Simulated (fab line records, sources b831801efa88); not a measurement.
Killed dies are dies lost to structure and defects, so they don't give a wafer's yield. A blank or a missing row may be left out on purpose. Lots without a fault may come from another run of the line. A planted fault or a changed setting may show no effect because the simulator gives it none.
Which tool did it? | flow gf180mcu | 12 lots, 36 wafers sampled, at 4 steps of a route of 602

WHAT THE GAUGES READ, wafer by wafer
GF_M2_RS_MEAS_05: measures by four-point-probe. Usual: M2_ALCU_RS 0.0697 ohm/sq, standard deviation 0.00092.
lot  | measured     | on            | M2_ALCU_RS (ohm/sq)  | flag
L904 | day 18 09:10 | film_metro-04 | 0.0701 0.0698 0.0693 |
L905 | day 18 21:34 | film_metro-03 | 0.0707 0.0692 0.0691 |
L906 | day 19 15:56 | film_metro-01 | 0.0681 0.0688 0.0674 |
L912 | day 21 21:59 | film_metro-01 | 0.0686 0.0681 0.0682 |
L913 | day 22 06:34 | film_metro-01 | 0.0696 0.0699 0.0695 |
L914 | day 22 13:41 | film_metro-01 | 0.0707 0.0697 0.0697 |
L915 | day 22 20:58 | film_metro-03 | 0.0702 0.0705 0.0702 |
L921 | day 24 19:04 | film_metro-03 | 0.0699 0.0695 0.0703 |
L922 | day 25 03:10 | film_metro-01 | 0.0700 0.0705 0.0720 |
L925 | day 26 00:55 | film_metro-01 | 0.0704 0.0699 0.0700 |
L926 | day 26 12:38 | film_metro-03 | 0.0703 0.0695 0.0708 |
L927 | day 26 22:41 | film_metro-03 | 0.0689 0.0687 0.0687 |

WHICH TOOL RAN EACH LOT (tool, then ch and the chambers of the sampled wafers, then the start)
lot  | GF_SAB_ETCH_11                     | GF_M1_SPUTTER_01             | GF_M1_SPUTTER_04
L904 | rie_diel-04 ch 1,2,3, day 15 05:13 | pvd_sputter-01, day 16 06:16 | pvd_sputter-01, day 16 06:20
L905 | rie_diel-04 ch 1,2,3, day 15 17:10 | pvd_sputter-01, day 16 18:43 | pvd_sputter-01, day 16 18:47
L906 | rie_diel-04 ch 0,2,3, day 16 09:46 | pvd_sputter-01, day 17 11:56 | pvd_sputter-01, day 17 12:01
L912 | rie_diel-04 ch 1,2, day 18 14:04   | pvd_sputter-02, day 19 17:59 | pvd_sputter-02, day 19 18:04
L913 | rie_diel-04 ch 1,2, day 18 22:09   | pvd_sputter-01, day 20 01:49 | pvd_sputter-01, day 20 01:53
L914 | rie_diel-03 ch 1,2,3, day 19 05:39 | pvd_sputter-01, day 20 09:48 | pvd_sputter-01, day 20 09:53
L915 | rie_diel-04 ch 1,2,3, day 19 13:27 | pvd_sputter-01, day 20 18:00 | pvd_sputter-01, day 20 18:05
L921 | rie_diel-02 ch 2,3, day 21 15:30   | pvd_sputter-01, day 22 18:31 | pvd_sputter-01, day 22 18:36
L922 | rie_diel-04 ch 2,3, day 22 01:18   | pvd_sputter-04, day 23 03:37 | pvd_sputter-04, day 23 03:42
L925 | rie_diel-04 ch 0,3, day 23 00:04   | pvd_sputter-02, day 24 01:48 | pvd_sputter-02, day 24 01:53
L926 | rie_diel-04 ch 0,1,3, day 23 12:27 | pvd_sputter-02, day 24 13:49 | pvd_sputter-02, day 24 13:53
L927 | rie_diel-03 ch 1,2,3, day 23 22:49 | pvd_sputter-01, day 25 00:02 | pvd_sputter-01, day 25 00:07
- GF_SAB_ETCH_11: etches SiO2 in C4F8/O2/Ar, target depth 55 nm, time 8.5 s.
- GF_M1_SPUTTER_01: material TiN, target thk 30 nm, time 25 s.
- GF_M1_SPUTTER_04: material TiN, target thk 50 nm, time 41.7 s.

WHAT THE TOOLS THEMSELVES READ (means of the sampled wafers that have a number; where no wafer has one, the mark that the record gives instead)
GF_SAB_ETCH_11. Usual: oes_product_au 0.995 a.u., standard deviation 0.011.
lot  | tool        | oes_product_au (a.u.) | flag
L904 | rie_diel-04 | 0.989                 |
L905 | rie_diel-04 | 0.993                 |
L906 | rie_diel-04 | 0.998                 |
L912 | rie_diel-04 | 0.983                 |
L913 | rie_diel-04 | 0.987                 |
L914 | rie_diel-03 | 1.004                 |
L915 | rie_diel-04 | 0.994                 |
L921 | rie_diel-02 | 0.984                 |
L922 | rie_diel-04 | 0.985                 |
L925 | rie_diel-04 | 1.001                 |
L926 | rie_diel-04 | 0.997                 |
L927 | rie_diel-03 | 0.997                 |

GF_M1_SPUTTER_01. Usual: cathode_dc_power_W 6499.9 W, standard deviation 1.1; chamber_pressure_pa 0.4000 Pa, standard deviation 0.00094; throttle_valve_pct 30.4 %, standard deviation 1.
lot  | tool           | cathode_dc_power_W (W) | chamber_pressure_pa (Pa) | throttle_valve_pct (%) | flag
L904 | pvd_sputter-01 | 6499.1                 | 0.4005                   | 30.7                   |
L905 | pvd_sputter-01 | 6498.9                 | 0.3996                   | 31.1                   |
L906 | pvd_sputter-01 | 6499.8                 | 0.4004                   | 30.6                   |
L912 | pvd_sputter-02 | 6500.2                 | 0.3993                   | 30.1                   |
L913 | pvd_sputter-01 | 6500.0                 | 0.3998                   | 30.6                   |
L914 | pvd_sputter-01 | 6499.9                 | 0.4002                   | 30.8                   |
L915 | pvd_sputter-01 | 6500.1                 | 0.3988                   | 31.3                   |
L921 | pvd_sputter-01 | -                      | -                        | -                      | OFF
L922 | pvd_sputter-04 | -                      | -                        | -                      | OFF
L925 | pvd_sputter-02 | 6500.4                 | 0.3985                   | 31.4                   |
L926 | pvd_sputter-02 | 6500.3                 | 0.3997                   | 29.7                   |
L927 | pvd_sputter-01 | 6500.1                 | 0.4002                   | 30.4                   |

GF_M1_SPUTTER_04. Usual: cathode_dc_power_W 6500.0 W, standard deviation 1.2; chamber_pressure_pa 0.4000 Pa, standard deviation 0.00082; throttle_valve_pct 30.4 %, standard deviation 1.
lot  | tool           | cathode_dc_power_W (W) | chamber_pressure_pa (Pa) | throttle_valve_pct (%) | flag
L904 | pvd_sputter-01 | 6500.1                 | 0.3997                   | 30.8                   |
L905 | pvd_sputter-01 | 6499.8                 | 0.4002                   | 30.8                   |
L906 | pvd_sputter-01 | 6498.8                 | 0.4003                   | 30.9                   |
L912 | pvd_sputter-02 | 6500.2                 | 0.4000                   | 29.9                   |
L913 | pvd_sputter-01 | 6500.5                 | 0.4002                   | 30.6                   |
L914 | pvd_sputter-01 | 6500.1                 | 0.3994                   | 30.9                   |
L915 | pvd_sputter-01 | 6499.4                 | 0.4000                   | 31.1                   |
L921 | pvd_sputter-01 | 6499.5                 | 0.4006                   | 30.2                   |
L922 | pvd_sputter-04 | 6499.7                 | 0.4000                   | 29.2                   |
L925 | pvd_sputter-02 | 6500.9                 | 0.4003                   | 31.4                   |
L926 | pvd_sputter-02 | 6500.2                 | 0.4007                   | 30.1                   |
L927 | pvd_sputter-01 | 6499.3                 | 0.3998                   | 30.2                   |

THE ANSWER, worked out from the rows above alone
Rule: a lot is off if the mean of its wafers that have a number lies more than 3 standard deviations from the usual mean. A lot without any number at a reading at which 4 lots or more have one is off too. The other lots that the step has rows for count as sound. The gauges are gone through in route order, then the tools' own readings, and for those a lot's mean is taken as printed above. The first step at which some lot is off is used, and at that step the reading that is off furthest; a lot without a number counts as furthest.
Off: L921, L922, at GF_M1_SPUTTER_01 (cathode_dc_power_W). Without a number there: L921, L922.
A tool fits if, at that step or a process step before it, it ran every lot that is off, and no sound lot after the first of them. None of those tried fits.

WHAT THE SIMULATOR HAD PUT IN
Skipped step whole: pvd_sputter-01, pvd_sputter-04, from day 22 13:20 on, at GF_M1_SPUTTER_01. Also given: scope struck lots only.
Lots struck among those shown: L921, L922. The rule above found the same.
